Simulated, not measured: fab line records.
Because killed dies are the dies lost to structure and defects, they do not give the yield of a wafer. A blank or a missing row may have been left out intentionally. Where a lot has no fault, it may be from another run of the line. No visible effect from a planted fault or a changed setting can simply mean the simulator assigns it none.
Matching of chambers    flow sky130    cmp-01 running SKY_VIA3_CMP_02: 4 sister chambers
The step polishes SiO2. 8 wafers are shown with their chamber, then 12 later ones without.

== WAFERS, EACH WITH ITS CHAMBER ==
wafer   chamber  motor current A (A)
L083.4  3        12.6
L087.2  3        12.3
L088.2  1        12.5
L088.3  2        12.1
L088.6  1        12.1
L089.1  2        11.8
L089.4  0        12.4
L089.5  0        12.3

== WAFERS WHOSE CHAMBER IS MISSING ==
wafer   motor current A (A)
L091.2  12.3
L091.3  11.6
L091.5  11.7
L094.1  12.3
L094.2  13.3
L094.4  12.9
L097.2  12.0
L097.5  12.9
L097.6  12.1
L096.2  12.7
L096.4  12.1
L096.6  13.2

== EACH ONE'S CHAMBER ==
wafer   from the rows above                in truth
L091.2  can't be placed: 1 or 0 or 3 or 2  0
L091.3  can't be placed: 2 or 1 or 0       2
L091.5  can't be placed: 2 or 1 or 0       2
L094.1  can't be placed: 1 or 0 or 3 or 2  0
L094.2  can't be placed: 3 or 0 or 1       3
L094.4  can't be placed: 3 or 0 or 1       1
L097.2  can't be placed: 2 or 1 or 0 or 3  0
L097.5  can't be placed: 3 or 0 or 1       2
L097.6  can't be placed: 2 or 1 or 0 or 3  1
L096.2  can't be placed: 3 or 0 or 1       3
L096.4  can't be placed: 2 or 1 or 0 or 3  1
L096.6  can't be placed: 3 or 0 or 1       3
Placed correctly: 0 of 12. These rows do not allow placing 12 (true chamber among the candidates in 11). Number placed wrongly: 0.
How it was worked out, from the rows above alone: a wafer's distance from a chamber is the root of the sum, over the readings, of the square of ((its reading less the chamber's mean) divided by the reading's scatter). If the next closest chamber is less than 2 further off than the closest, the wafer can't be placed; otherwise it belongs to the closest. A chamber's mean is the mean of its shown wafers. The scatter: the root of (the sum of the squares of (reading less its chamber's mean) over the shown wafers, divided by (wafers less chambers)).
